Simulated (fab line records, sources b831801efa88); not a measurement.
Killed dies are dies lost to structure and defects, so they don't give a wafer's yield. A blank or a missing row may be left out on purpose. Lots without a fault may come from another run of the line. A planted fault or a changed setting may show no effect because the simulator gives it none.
Which tool did it? | flow gf180mcu | 14 lots, 42 wafers sampled, at 4 steps of a route of 602

WHAT THE GAUGES READ, wafer by wafer
GF_LVPWELL_TW_MEAS_11.
lot  | measured    | on            | LVPWELL_TW
L829 | day 3 21:56 | film_metro-01 | 565 564 569
L830 | day 4 03:11 | film_metro-03 | 568 568 568
L831 | day 4 08:35 | film_metro-03 | 568 568 565
L833 | day 4 17:45 | film_metro-01 | 564 568 567
L834 | day 5 01:14 | film_metro-03 | 562 563 564
L836 | day 5 11:53 | film_metro-04 | 559 559 559
L837 | day 5 15:46 | film_metro-03 | 565 564 562
L839 | day 6 13:11 | film_metro-01 | 568 566 569
L840 | day 6 21:50 | film_metro-03 | 565 566 566
L841 | day 6 22:11 | film_metro-04 | 559 563 564
L843 | day 7 06:41 | film_metro-01 | 566 561 563
L848 | day 8 06:53 | film_metro-04 | 30 30 30
L849 | day 8 13:50 | film_metro-03 | 30 30 30
L850 | day 9 03:08 | film_metro-03 | 565 563 566

GF_VT_IMPLANT_TW_MEAS_10.
lot  | measured     | on            | VT_IMPLANT_TW
L829 | day 5 14:11  | film_metro-02 | 561.6 562.4 560.6
L830 | day 5 20:35  | film_metro-04 | 563.3 567.0 564.3
L831 | day 6 02:26  | film_metro-02 | 563.9 565.1 565.9
L833 | day 6 13:21  | film_metro-04 | 564.0 566.3 568.1
L834 | day 6 20:48  | film_metro-03 | 572.0 567.5 569.1
L836 | day 7 08:36  | film_metro-02 | 562.0 563.5 564.4
L837 | day 7 13:09  | film_metro-04 | 562.6 560.7 563.9
L839 | day 8 11:17  | film_metro-04 | 567.9 564.0 565.6
L840 | day 8 21:03  | film_metro-02 | 560.2 560.9 562.1
L841 | day 8 21:56  | film_metro-04 | 563.1 564.6 564.8
L843 | day 9 08:17  | film_metro-03 | 568.3 567.9 565.9
L848 | day 10 10:59 | film_metro-02 | 568.5 566.1 568.5
L849 | day 10 16:50 | film_metro-02 | 565.9 567.2 567.2
L850 | day 11 08:51 | film_metro-03 | 566.3 568.1 568.2

WHICH TOOL RAN EACH LOT (tool, then ch and the chambers of the sampled wafers, then the start)
lot  | GF_NWELL_STRIP_10                   | GF_LVPWELL_STRIP_10
L829 | plasma_asher-01 ch 0,1, day 3 08:36 | plasma_asher-01 ch 0,1, day 3 21:50
L830 | plasma_asher-03 ch 0,1, day 3 13:24 | plasma_asher-04 ch 0,1, day 4 03:05
L831 | plasma_asher-03 ch 0,1, day 3 18:15 | plasma_asher-03 ch 0,1, day 4 08:29
L833 | plasma_asher-01 ch 0,1, day 4 04:28 | plasma_asher-01 ch 0,1, day 4 17:40
L834 | plasma_asher-01 ch 0,1, day 4 12:17 | plasma_asher-04 ch 0,1, day 5 01:07
L836 | plasma_asher-02 ch 0,1, day 4 21:17 | plasma_asher-04 ch 0,1, day 5 11:47
L837 | plasma_asher-03 ch 0,1, day 5 01:34 | plasma_asher-01 ch 0,1, day 5 15:40
L839 | plasma_asher-02 ch 0,1, day 5 22:02 | plasma_asher-01 ch 0,1, day 6 13:05
L840 | plasma_asher-02 ch 0,1, day 6 06:17 | plasma_asher-01 ch 0,1, day 6 21:44
L841 | plasma_asher-03 ch 0,1, day 6 06:38 | plasma_asher-04 ch 0, day 6 22:05
L843 | plasma_asher-01 ch 0,1, day 6 14:41 | plasma_asher-04 ch 0,1, day 7 06:35
L848 | plasma_asher-01 ch 0,1, day 7 14:16 | plasma_asher-04 ch 0,1, day 8 06:48
L849 | plasma_asher-02 ch 0,1, day 7 20:59 | plasma_asher-03 ch 0,1, day 8 13:44
L850 | plasma_asher-03 ch 0,1, day 8 09:56 | plasma_asher-01 ch 0,1, day 9 03:02
- GF_NWELL_STRIP_10: strips in O2/N2.
- GF_LVPWELL_STRIP_10: strips in O2/N2.

WHAT THE TOOLS THEMSELVES READ (means of the sampled wafers that have a number; where no wafer has one, the mark that the record gives instead)
GF_NWELL_STRIP_10.
lot  | tool            | chamber_pressure_mTorr (mTorr) | drypump_motor_current_A (A) | heater_power_w (W) | oes_product_au (a.u.) | strip_time_to_endpoint_s (s)
L829 | plasma_asher-01 | 1501.6                         | 5.6                         | 344                | 0.719                 | 36.96
L830 | plasma_asher-03 | 1501.0                         | 5.8                         | 303                | 0.721                 | 37.14
L831 | plasma_asher-03 | 1499.6                         | 6.1                         | 324                | 0.722                 | 36.95
L833 | plasma_asher-01 | 1499.4                         | 5.6                         | 340                | 0.721                 | 36.80
L834 | plasma_asher-01 | 1500.2                         | 5.1                         | 349                | 0.721                 | 36.87
L836 | plasma_asher-02 | 1499.3                         | 5.4                         | 352                | 0.722                 | 36.98
L837 | plasma_asher-03 | 1499.8                         | 5.8                         | 313                | 0.724                 | 37.10
L839 | plasma_asher-02 | 1501.3                         | 5.5                         | 346                | 0.722                 | 36.88
L840 | plasma_asher-02 | 1500.3                         | 5.6                         | 358                | 0.723                 | 37.10
L841 | plasma_asher-03 | 1501.7                         | 5.8                         | 305                | 0.726                 | 36.93
L843 | plasma_asher-01 | 1499.8                         | 5.6                         | 337                | 0.725                 | 37.05
L848 | plasma_asher-01 | -                              | -                           | -                  | -                     | -
L849 | plasma_asher-02 | -                              | -                           | -                  | -                     | -
L850 | plasma_asher-03 | 1500.3                         | 6.1                         | 327                | 0.723                 | 36.90

GF_LVPWELL_STRIP_10.
lot  | tool            | chamber_pressure_mTorr (mTorr) | drypump_motor_current_A (A) | heater_power_w (W) | oes_product_au (a.u.) | strip_time_to_endpoint_s (s)
L829 | plasma_asher-01 | 1500.9                         | 5.1                         | 349                | 0.720                 | 36.98
L830 | plasma_asher-04 | 1500.2                         | 5.8                         | 330                | 0.722                 | 36.87
L831 | plasma_asher-03 | 1500.2                         | 6.1                         | 326                | 0.721                 | 36.91
L833 | plasma_asher-01 | 1499.6                         | 5.1                         | 351                | 0.724                 | 36.96
L834 | plasma_asher-04 | 1500.8                         | 5.8                         | 330                | 0.724                 | 36.94
L836 | plasma_asher-04 | 1498.9                         | 5.8                         | 328                | 0.719                 | 36.91
L837 | plasma_asher-01 | 1498.5                         | 5.1                         | 350                | 0.724                 | 36.90
L839 | plasma_asher-01 | 1501.1                         | 5.1                         | 346                | 0.723                 | 37.12
L840 | plasma_asher-01 | 1498.7                         | 5.1                         | 349                | 0.721                 | 36.98
L841 | plasma_asher-04 | 1500.4                         | 5.3                         | 313                | 0.720                 | 36.96
L843 | plasma_asher-04 | 1501.2                         | 5.6                         | 326                | 0.719                 | 36.90
L848 | plasma_asher-04 | 1499.4                         | 5.6                         | 324                | 0.742                 | 81.47
L849 | plasma_asher-03 | 1500.2                         | 6.1                         | 324                | 0.746                 | 81.79
L850 | plasma_asher-01 | 1501.4                         | 5.2                         | 349                | 0.720                 | 36.94

THE ANSWER, worked out from the rows above alone
Rule: what is usual is taken from the lots themselves. Put in order of their means at a reading, lots are off if they are a third of the lots or fewer, leave a main group of 4 or more, and stand apart from it by a gap of 3 or more times the standard deviation of the main group's means; of several such gaps the widest counts. A main group whose means are all the same, to the digits that the tables above print for the reading, isn't used. A lot without any number at a reading at which 4 lots or more have one is off too. The other lots that the step has rows for count as sound. The gauges are gone through in route order, then the tools' own readings, and for those a lot's mean is taken as printed above. The first step at which some lot is off is used, and at that step the reading that is off furthest; a lot without a number counts as furthest.
Off: L848, L849, at GF_LVPWELL_TW_MEAS_11 (LVPWELL_TW). The main group: mean 565, standard deviation 2.5.
A tool fits if, at a process step before that reading, it ran every lot that is off, and no sound lot after the first of them. The gauges at GF_LVPWELL_TW_MEAS_11 aren't tried: what is off there is off at GF_NWELL_STRIP_10 too, on other tools, and a gauge's error can't cause that. None of those tried fits.

WHAT THE SIMULATOR HAD PUT IN
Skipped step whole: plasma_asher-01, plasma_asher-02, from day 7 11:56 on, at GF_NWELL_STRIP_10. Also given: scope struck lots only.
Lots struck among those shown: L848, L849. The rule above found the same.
